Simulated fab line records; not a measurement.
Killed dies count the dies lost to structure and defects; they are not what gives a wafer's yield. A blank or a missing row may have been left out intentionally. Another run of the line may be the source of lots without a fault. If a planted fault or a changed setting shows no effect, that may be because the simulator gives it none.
A struck lot beside a sound one / flow gf180mcu / 27 out of 602 route steps
Sound: wafers L882.1, L882.2, L882.5. Wafers struck: L885.1, L885.2, L885.4. Last of all comes the cause.
Order at every step that has rows: each side's tool, ch and its chambers, its first start. Under that, the readings that differ: sound wafers / struck wafers / difference of the means / sigmas: that difference in standard deviations of wafers without a fault.
alike: readings with means less than 2 such deviations apart, plus words and numbers identical on both sides. not compared: withheld readings, readings lacking a value on some wafer, bounds such as >300 that could conceal the same value, and numbers that have no deviation in the record and whose values overlap.
The two part at a step that has a row with sigmas, a row that says differs or no value, or rows on one side only. Numbers that have no deviation but don't overlap get no sigmas and don't part them. A reading missing from all wafers of one side parts the sides only when that side holds two or more wafers.

GF_V1_ETCH_16: etches BARC in N2/H2.
  sound on rie-diel-02 ch 0,2,3, day 22 07:40; struck on rie-diel-04 ch 0,1,2, day 23 11:01
  alike: drypump-motor-current-A, oes-product-au, throttle-valve-pct
GF_V1_ETCH_17: etches SiO2 in C4F8/O2/Ar, stops on TiN, target depth 630 nm.
  sound on rie-diel-02 ch 0,2,3; struck on rie-diel-04 ch 0,1,2
  alike: oes-product-au
then, 4 steps without rows for these wafers: GF_V1_STRIP_18 (strips in O2/N2); GF_V1_STRIP_19 (strips in post etch residue remover, time 1200 s); GF_V1_CLEAN_20 (cleans in DIW); GF_V1_SPUTTER_21 (material Ti, target thk 15 nm, time 80.02 s).
GF_V1_SPUTTER_22: material TiN, target thk 10 nm, time 40 s.
  sound on pvd-sputter-04, day 22 08:23; struck on pvd-sputter-04, day 23 11:50
  alike: cathode-dc-power-W, chamber-pressure-pa, throttle-valve-pct
GF_V1_CVD_23: deposits W, target thk 350 nm, time 105.05 s.
  sound on cvd-w-02 ch 0,1, day 22 08:25; struck on cvd-w-02 ch 0,1, day 23 11:53
  alike: heater-power-w
GF_V1_RS_MEAS_24: measurement is done with a four-point probe.
  sound on film-metro-03, day 22 08:32; struck on film-metro-04, day 23 11:59
  alike: V1_W_RS
GF_V1_THK_MEAS_25: measures by xrf.
  sound on film-metro-03, day 22 08:39; struck on film-metro-04, day 23 12:07
reading=V1_W_THK (nm); sound=341 346 347; struck=330 326 330; difference=-16; sigmas=-3
then, 2 steps without rows for these wafers: GF_V1_CMP_26 (polishes, stops on SiO2, t overpolish 15 s, target thk 0 nm); GF_M2_SPUTTER_00 (material Ti, target thk 37.5 nm, time 150 s).
GF_M2_SPUTTER_01: material TiN, target thk 30 nm, time 25 s.
  sound on pvd-sputter-03, day 22 09:07; struck on pvd-sputter-03, day 23 12:34
  no value came back on the struck wafers for cathode-dc-power-W (W), chamber-pressure-pa (Pa), throttle-valve-pct (%); on the sound wafers cathode-dc-power-W (W) reads 6500.9 6500.0 6499.8
GF_M2_SPUTTER_02: material AlCu, target thk 450 nm, time 23.9 s.
  sound on pvd-sputter-03, day 22 09:08; struck on pvd-sputter-03, day 23 12:36
  alike: cathode-dc-power-W, chamber-pressure-pa, throttle-valve-pct
then, 9 steps without rows for these wafers: GF_M2_SPUTTER_03 (material Ti, target thk 10 nm, time 6.7 s); GF_M2_SPUTTER_04 (material TiN, target thk 50 nm, time 41.7 s); GF_M2_DEHYDRATE_07 (time 60 s); GF_M2_HMDS_08 (prime time 60 s); GF_M2_COAT_09 (resist thk 1000 nm); GF_M2_SOFTBAKE_10 (time 60 s); GF_M2_EXPOSE_11 (exposes mask Metal2, target cd 280 nm); GF_M2_PEB_12 (peb time 90 s); GF_M2_DEVELOP_13 (develop time 60 s).
GF_M2_CD_MEAS_14 targets a cd of 280 nm.
  sound on cd-sem-02, day 23 07:07; struck on cd-sem-02, day 24 09:31
  alike: cd-nm
GF_M2_OVL_MEAS_15:
  sound on overlay-02, day 23 07:14; struck on overlay-01, day 24 09:38
  alike: M2_OVL
GF_M2_METAL_ETCH_16: etches the open film in Cl2/BCl3, stops on SiO2, target depth 627.5 nm, time 104.6 s.
  sound on rie-metal-02 ch 0,1, day 23 07:16; struck on rie-metal-03 ch 0,1, day 24 09:40
reading=oes-product-au (a.u.); sound=0.967 0.965 0.965; struck=0.937 0.937 0.935; difference=-0.029; sigmas=-5
reading=throttle-valve-pct (%); sound=28.270 28.269 28.266; struck=28.294 28.283 28.296; difference=+0.023; sigmas=+2
  alike: bcl3-flow-sccm, drypump-motor-current-A
  not compared: rf-hours-counter-h
then, 1 step without rows for these wafers: GF_M2_STRIP_17 (strips in O2/N2).

WHERE THEY PART
Last at GF_M2_METAL_ETCH_16 as far as this record goes, first at GF_V1_THK_MEAS_25.

WHY: the cause the simulator had injected
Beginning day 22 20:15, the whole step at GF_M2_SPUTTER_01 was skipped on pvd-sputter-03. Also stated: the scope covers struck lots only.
